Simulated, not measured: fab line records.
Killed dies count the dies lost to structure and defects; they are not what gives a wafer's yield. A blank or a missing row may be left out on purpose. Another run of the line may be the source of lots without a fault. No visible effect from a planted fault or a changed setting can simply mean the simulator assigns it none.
fab line records ; flow gf180mcu
[record] lots = 14; wafers = 42; last_day = 34
route steps=602 shown SAB@264 M1@317 V1@340 M2@363
lots untouched by any fault: they come from a run of this same line in which no faults occurred
start_h: hours from the record's opening day to when the first of the lot's shown wafers began ; wait_h: how many hours have passed since the lot's step before this one ; " the same as in the row above ; L1.1+2: a single row standing in for several wafers ; - no value present, or no start provided ; * or withheld: withheld ; < > ~ a bound
route shown NAME@n: NAME is a module with steps in the file, n the number in the route of the first one ; usual: mean and standard deviation over wafers with no fault ; same: alike in all rows ; chamber/n: place in a boat ; sites: per-site readings ; _std_site: their standard deviation ; _edge_site: the outer-site mean with the inner-site mean subtracted ; radius_mm: how far each site lies from the wafer's centre ; mask NAME#n: copy n ; behind: the last tool/chamber to shape the wafer ; hold: the reason the lot was held/the length of the hold in hours/how it ended ; device: which transistor (n, p or np) failed to switch ; end of line: the same wafers' tests at the end of the route ; a step without rows: its recipe alone ; killed: dies that structure and defects cost at the first sort, which is not the same as the wafer's yield ; map: per-die view of a wafer (x killed, . not killed, _ where there is no die)
set.NAME: setting as actually run; set.NAME@STEP: the setting as run at that earlier step ; model.NAME: the simulator's own value behind a step, which no gauge read
the route's steps for a sample of lots (tables are steps, rows are wafers)
services: from which hour (start_h, from the record's first day; less than 0 if before it) a tool's chamber was out of use, for how many hours, and why
[[steps]]
[step GF_SAB_CVD_00]
[recipe] material = SiO2; target_thk_nm = 50; precursor = TEOS; temp_c = 400; time_s = 4.9302; rf_w = 600
[usual] heater_power_w = 637/76; rf_fwd_power_W = 587/3.6
lot.wafer;tool;chamber;start_h;wait_h;heater_power_w;rf_fwd_power_W
L832.4;pecvd-01;1;320.25;0.0;506;586
L832.5;pecvd-01;0;320.25;0.0;551;586
L832.6;pecvd-01;2;320.25;0.0;587;587
L833.1;pecvd-02;2;327.02;0.1;836;593
L833.2;pecvd-02;1;327.02;0.1;632;587
L833.4;pecvd-02;2;327.02;0.1;842;592
L834.2;pecvd-01;2;337.45;0.1;623;589
L834.4;pecvd-01;2;337.45;0.1;631;587
L834.5;pecvd-01;0;337.45;0.1;635;587
L835.1;pecvd-02;2;344.14;0.1;706;590
L835.3;pecvd-02;1;344.14;0.1;622;586
L835.5;pecvd-02;2;344.14;0.1;721;593
L837.1;pecvd-02;0;363.24;0.1;635;585
L837.2;pecvd-02;2;363.24;0.1;708;594
L837.3;pecvd-02;1;363.24;0.1;629;585
L838.1;pecvd-02;1;368.02;0.1;608;587
L838.4;pecvd-02;0;368.02;0.1;674;581
L838.6;pecvd-02;1;368.02;0.1;606;588
L845.3;pecvd-02;2;434.48;0.1;818;597
L845.4;pecvd-02;0;434.48;0.1;561;584
L845.6;pecvd-02;1;434.48;0.1;657;586
L846.4;pecvd-03;2;437.18;0.0;593;593
L846.5;pecvd-03;1;437.18;0.0;646;589
L846.6;pecvd-03;0;437.18;0.0;673;586
L848.1;pecvd-03;2;463.22;0.1;708;593
L848.5;pecvd-03;0;463.22;0.1;634;583
L848.6;pecvd-03;2;463.22;0.1;696;592
L850.1;pecvd-01;0;474.49;0.1;603;588
L850.5;pecvd-01;1;474.49;0.1;546;586
L850.6;pecvd-01;0;474.49;0.1;618;585
L851.1;pecvd-02;2;486.23;0.1;855;594
L851.2;pecvd-02;0;486.23;0.1;583;581
L851.5;pecvd-02;2;486.23;0.1;855;594
L852.3;pecvd-03;2;491.41;0.1;653;594
L852.4;pecvd-03;2;491.41;0.1;664;594
L852.5;pecvd-03;1;491.41;0.1;578;588
L854.3;pecvd-02;1;507.02;0.1;664;585
L854.5;pecvd-02;2;507.02;0.1;751;596
L854.6;pecvd-02;1;507.02;0.1;527;584
L855.2;pecvd-02;1;516.14;0.1;692;587
L855.5;pecvd-02;2;516.14;0.1;838;593
L855.6;pecvd-02;0;516.14;0.1;618;585
[step GF_SAB_THK_MEAS_01]
[recipe] reads = SiO2_of_SAB_CVD_00
[usual] SAB_CVD_00_THK = 49.8/0.54
lot.wafer;tool;chamber;start_h;wait_h;SAB_CVD_00_THK[nm]
L832.4;film_metro-02;-;320.29;0.0;50.8
L832.5;film_metro-02;-;320.29;0.0;50.3
L832.6;film_metro-02;-;320.29;0.0;50.6
L833.1;film_metro-02;-;327.04;0.0;49.5
L833.2;film_metro-02;-;327.04;0.0;49.3
L833.4;film_metro-02;-;327.04;0.0;49.2
L834.2;film_metro-03;-;337.48;0.0;49.5
L834.4;film_metro-03;-;337.48;0.0;50.7
L834.5;film_metro-03;-;337.48;0.0;50.1
L835.1;film_metro-02;-;344.23;0.1;49.5
L835.3;film_metro-02;-;344.23;0.1;49.9
L835.5;film_metro-02;-;344.23;0.1;50.5
L837.1;film_metro-04;-;363.26;0.0;68.4
L837.2;film_metro-04;-;363.26;0.0;49.5
L837.3;film_metro-04;-;363.26;0.0;50.0
L838.1;film_metro-02;-;368.08;0.0;49.1
L838.4;film_metro-02;-;368.08;0.0;69.6
L838.6;film_metro-02;-;368.08;0.0;49.9
L845.3;film_metro-03;-;434.52;0.0;49.7
L845.4;film_metro-03;-;434.52;0.0;50.1
L845.6;film_metro-03;-;434.52;0.0;50.4
L846.4;film_metro-04;-;437.22;0.0;50.5
L846.5;film_metro-04;-;437.22;0.0;50.6
L846.6;film_metro-04;-;437.22;0.0;50.3
L848.1;film_metro-02;-;463.24;0.0;50.0
L848.5;film_metro-02;-;463.24;0.0;50.5
L848.6;film_metro-02;-;463.24;0.0;50.4
L850.1;film_metro-02;-;474.51;0.0;48.5
L850.5;film_metro-02;-;474.51;0.0;49.5
L850.6;film_metro-02;-;474.51;0.0;49.2
L851.1;film_metro-04;-;486.25;0.0;48.5
L851.2;film_metro-04;-;486.25;0.0;49.0
L851.5;film_metro-04;-;486.25;0.0;49.4
L852.3;film_metro-03;-;491.45;0.0;49.7
L852.4;film_metro-03;-;491.45;0.0;50.8
L852.5;film_metro-03;-;491.45;0.0;49.9
L854.3;film_metro-04;-;507.06;0.0;49.6
L854.5;film_metro-04;-;507.06;0.0;50.0
L854.6;film_metro-04;-;507.06;0.0;50.1
L855.2;film_metro-02;-;516.17;0.0;50.3
L855.5;film_metro-02;-;516.17;0.0;50.3
L855.6;film_metro-02;-;516.17;0.0;51.0
[step GF_M1_SPUTTER_02]
[recipe] material = AlCu; target_thk_nm = 450; power_w = 10600; time_s = 23.9; chamber_pressure_pa = 0.4
[usual] throttle_valve_pct = 30.6/1.1
lot.wafer;tool;chamber;start_h;wait_h;throttle_valve_pct
L832.4;pvd_sputter-01;-;366.96;0.0;30.5
L832.5;pvd_sputter-01;-;366.96;0.0;31.3
L832.6;pvd_sputter-01;-;366.96;0.0;31.0
L833.1;pvd_sputter-02;-;373.92;0.0;31.3
L833.2;pvd_sputter-02;-;373.92;0.0;32.0
L833.4;pvd_sputter-02;-;373.92;0.0;27.6
L834.2;pvd_sputter-01;-;385.08;0.0;30.9
L834.4;pvd_sputter-01;-;385.08;0.0;31.5
L834.5;pvd_sputter-01;-;385.08;0.0;31.3
L835.1;pvd_sputter-01;-;392.07;0.0;30.5
L835.3;pvd_sputter-01;-;392.07;0.0;30.5
L835.5;pvd_sputter-01;-;392.07;0.0;31.0
L837.1;pvd_sputter-02;-;412.59;0.0;32.3
L837.2;pvd_sputter-02;-;412.59;0.0;31.4
L837.3;pvd_sputter-02;-;412.59;0.0;28.1
L838.1;pvd_sputter-01;-;417.65;0.0;30.9
L838.4;pvd_sputter-01;-;417.65;0.0;31.0
L838.6;pvd_sputter-01;-;417.65;0.0;30.5
L845.3;pvd_sputter-01;-;486.27;0.0;30.6
L845.4;pvd_sputter-01;-;486.27;0.0;31.1
L845.6;pvd_sputter-01;-;486.27;0.0;31.5
L846.4;pvd_sputter-02;-;488.97;0.0;31.2
L846.5;pvd_sputter-02;-;488.97;0.0;28.9
L846.6;pvd_sputter-02;-;488.97;0.0;32.0
L848.1;pvd_sputter-02;-;513.99;0.0;31.4
L848.5;pvd_sputter-02;-;513.99;0.0;32.0
L848.6;pvd_sputter-02;-;513.99;0.0;31.3
L850.1;pvd_sputter-03;-;525.21;0.0;28.7
L850.5;pvd_sputter-03;-;525.21;0.0;30.5
L850.6;pvd_sputter-03;-;525.21;0.0;31.6
L851.1;pvd_sputter-01;-;535.89;0.0;30.4
L851.2;pvd_sputter-01;-;535.89;0.0;31.1
L851.5;pvd_sputter-01;-;535.89;0.0;30.6
L852.3;pvd_sputter-02;-;540.80;0.0;28.8
L852.4;pvd_sputter-02;-;540.80;0.0;32.1
L852.5;pvd_sputter-02;-;540.80;0.0;28.8
L854.3;pvd_sputter-03;-;556.27;0.0;31.5
L854.5;pvd_sputter-03;-;556.27;0.0;30.5
L854.6;pvd_sputter-03;-;556.27;0.0;31.7
L855.2;pvd_sputter-01;-;564.56;0.0;30.4
L855.5;pvd_sputter-01;-;564.56;0.0;31.2
L855.6;pvd_sputter-01;-;564.56;0.0;30.9
[step GF_V1_BOW_MEAS_05]
[recipe] mode = bow
[usual] V1_BOW = 81/7.8
lot.wafer;tool;chamber;start_h;wait_h;V1_BOW[um]
L832.4;film_metro-04;-;391.63;0.2;72
L832.5;film_metro-04;-;391.63;0.2;87
L832.6;film_metro-04;-;391.63;0.2;75
L833.1;film_metro-04;-;398.37;0.2;72
L833.2;film_metro-04;-;398.37;0.2;97
L833.4;film_metro-04;-;398.37;0.2;80
L834.2;film_metro-04;-;410.45;0.1;73
L834.4;film_metro-04;-;410.45;0.1;82
L834.5;film_metro-04;-;410.45;0.1;83
L835.1;film_metro-02;-;417.31;0.2;73
L835.3;film_metro-02;-;417.31;0.2;70
L835.5;film_metro-02;-;417.31;0.2;76
L837.1;film_metro-03;-;438.51;0.1;80
L837.2;film_metro-03;-;438.51;0.1;82
L837.3;film_metro-03;-;438.51;0.1;81
L838.1;film_metro-03;-;444.00;0.1;80
L838.4;film_metro-03;-;444.00;0.1;76
L838.6;film_metro-03;-;444.00;0.1;78
L845.3;film_metro-03;-;511.85;0.2;88
L845.4;film_metro-03;-;511.85;0.2;94
L845.6;film_metro-03;-;511.85;0.2;101
L846.4;film_metro-03;-;514.32;0.3;83
L846.5;film_metro-03;-;514.32;0.3;75
L846.6;film_metro-03;-;514.32;0.3;67
L848.1;film_metro-03;-;538.22;0.2;75
L848.5;film_metro-03;-;538.22;0.2;77
L848.6;film_metro-03;-;538.22;0.2;79
L850.1;film_metro-02;-;549.16;0.1;72
L850.5;film_metro-02;-;549.16;0.1;67
L850.6;film_metro-02;-;549.16;0.1;80
L851.1;film_metro-04;-;560.90;0.2;81
L851.2;film_metro-04;-;560.90;0.2;85
L851.5;film_metro-04;-;560.90;0.2;79
L852.3;film_metro-04;-;565.08;0.2;87
L852.4;film_metro-04;-;565.08;0.2;80
L852.5;film_metro-04;-;565.08;0.2;87
L854.3;film_metro-02;-;580.22;0.1;78
L854.5;film_metro-02;-;580.22;0.1;65
L854.6;film_metro-02;-;580.22;0.1;72
L855.2;film_metro-03;-;587.87;0.1;84
L855.5;film_metro-03;-;587.87;0.1;80
L855.6;film_metro-03;-;587.87;0.1;90
[step GF_M2_SPUTTER_01]
[recipe] material = TiN; target_thk_nm = 30; power_w = 6500; time_s = 25; chamber_pressure_pa = 0.4
[usual] throttle_valve_pct = 30.4/1.2
lot.wafer;tool;chamber;start_h;wait_h;throttle_valve_pct
L832.4;pvd_sputter-03;-;416.84;0.1;28.9
L832.5;pvd_sputter-03;-;416.84;0.1;29.0
L832.6;pvd_sputter-03;-;416.84;0.1;30.9
L833.1;pvd_sputter-03;-;423.90;0.1;31.0
L833.2;pvd_sputter-03;-;423.90;0.1;28.9
L833.4;pvd_sputter-03;-;423.90;0.1;31.8
L834.2;pvd_sputter-04;-;435.89;0.1;30.0
L834.4;pvd_sputter-04;-;435.89;0.1;30.1
L834.5;pvd_sputter-04;-;435.89;0.1;29.7
L835.1;pvd_sputter-03;-;443.79;0.1;30.9
L835.3;pvd_sputter-03;-;443.79;0.1;31.4
L835.5;pvd_sputter-03;-;443.79;0.1;31.8
L837.1;pvd_sputter-04;-;464.34;0.1;29.5
L837.2;pvd_sputter-04;-;464.34;0.1;29.9
L837.3;pvd_sputter-04;-;464.34;0.1;30.3
L838.1;pvd_sputter-03;-;470.76;0.1;28.9
L838.4;pvd_sputter-03;-;470.76;0.1;31.5
L838.6;pvd_sputter-03;-;470.76;0.1;28.8
L845.3;pvd_sputter-02;-;535.72;0.1;28.0
L845.4;pvd_sputter-02;-;535.72;0.1;31.4
L845.6;pvd_sputter-02;-;535.72;0.1;31.9
L846.4;pvd_sputter-03;-;539.48;0.1;31.8
L846.5;pvd_sputter-03;-;539.48;0.1;31.0
L846.6;pvd_sputter-03;-;539.48;0.1;30.9
L848.1;pvd_sputter-02;-;562.30;0.1;31.4
L848.5;pvd_sputter-02;-;562.30;0.1;28.1
L848.6;pvd_sputter-02;-;562.30;0.1;28.8
L850.1;pvd_sputter-04;-;572.84;0.1;30.0
L850.5;pvd_sputter-04;-;572.84;0.1;30.3
L850.6;pvd_sputter-04;-;572.84;0.1;31.6
L851.1;pvd_sputter-02;-;584.69;0.1;31.3
L851.2;pvd_sputter-02;-;584.69;0.1;32.3
L851.5;pvd_sputter-02;-;584.69;0.1;28.0
L852.3;pvd_sputter-03;-;588.23;0.1;28.8
L852.4;pvd_sputter-03;-;588.23;0.1;31.3
L852.5;pvd_sputter-03;-;588.23;0.1;30.5
L854.3;pvd_sputter-04;-;603.20;0.1;29.4
L854.5;pvd_sputter-04;-;603.20;0.1;31.7
L854.6;pvd_sputter-04;-;603.20;0.1;29.9
L855.2;pvd_sputter-04;-;611.43;0.1;29.5
L855.5;pvd_sputter-04;-;611.43;0.1;30.6
L855.6;pvd_sputter-04;-;611.43;0.1;29.4
[[services]]
tool;chamber;start_h;hours;kind
pvd_sputter-01;-;300.91;2.8;repair
pecvd-02;-;306.42;0.3;repair
pvd_sputter-03;-;308.44;1.6;repair
pvd_sputter-03;-;323.85;27.3;repair
pvd_sputter-03;-;337.30;0.8;repair
pecvd-02;-;339.79;2.8;pm
pecvd-02;0;344.10;6.1;repair
pvd_sputter-03;-;351.53;5.7;repair
pecvd-02;-;376.77;1.2;repair
pecvd-03;-;377.08;0.8;repair
pvd_sputter-04;-;386.77;1.5;repair
pvd_sputter-03;-;395.51;1.7;repair
pecvd-01;-;399.56;2.5;repair
pecvd-01;-;417.19;0.5;repair
pecvd-03;0;426.97;7.0;repair
pvd_sputter-04;-;449.78;7.4;repair
pecvd-02;-;451.78;2.0;repair
pecvd-03;1;463.14;2.8;repair
pvd_sputter-04;-;529.06;0.5;repair
pvd_sputter-02;-;570.33;1.1;repair
pvd_sputter-01;-;575.77;1.7;repair
pecvd-01;2;576.81;4.8;repair
pvd_sputter-02;-;587.07;2.3;repair
pecvd-02;-;591.12;14.0;pm
[[key]]
[first_sign] step = GF_SAB_THK_MEAS_01; reading = SAB_CVD_00_THK; direction = up; sigmas = 36; usual = 49.8; struck = 69.0
effect none on later readings
met_at GF_SAB_CVD_00
struck_lots L837,L838
struck_wafers L837.1,L838.4
tester_left_out L837,L838
not_acting_at GF_M1_SPUTTER_02,GF_V1_BOW_MEAS_05,GF_M2_SPUTTER_01
[fault] kind = process_parameter_drift; tool = pecvd-02; chamber = 0; onset_h = 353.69; steps = GF_SAB_CVD_00; channel = time_s; offset = *; shape = step; end_h = 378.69; acts_in = *; stated = *
// tester_left_out: of these lots the tester's yield and bins aren't shown, on N5 and GAA mostly nor the transistor test; their killed dies are dies lost to structure and defects alone, not to doping, threshold or leakage, so they don't give the yield
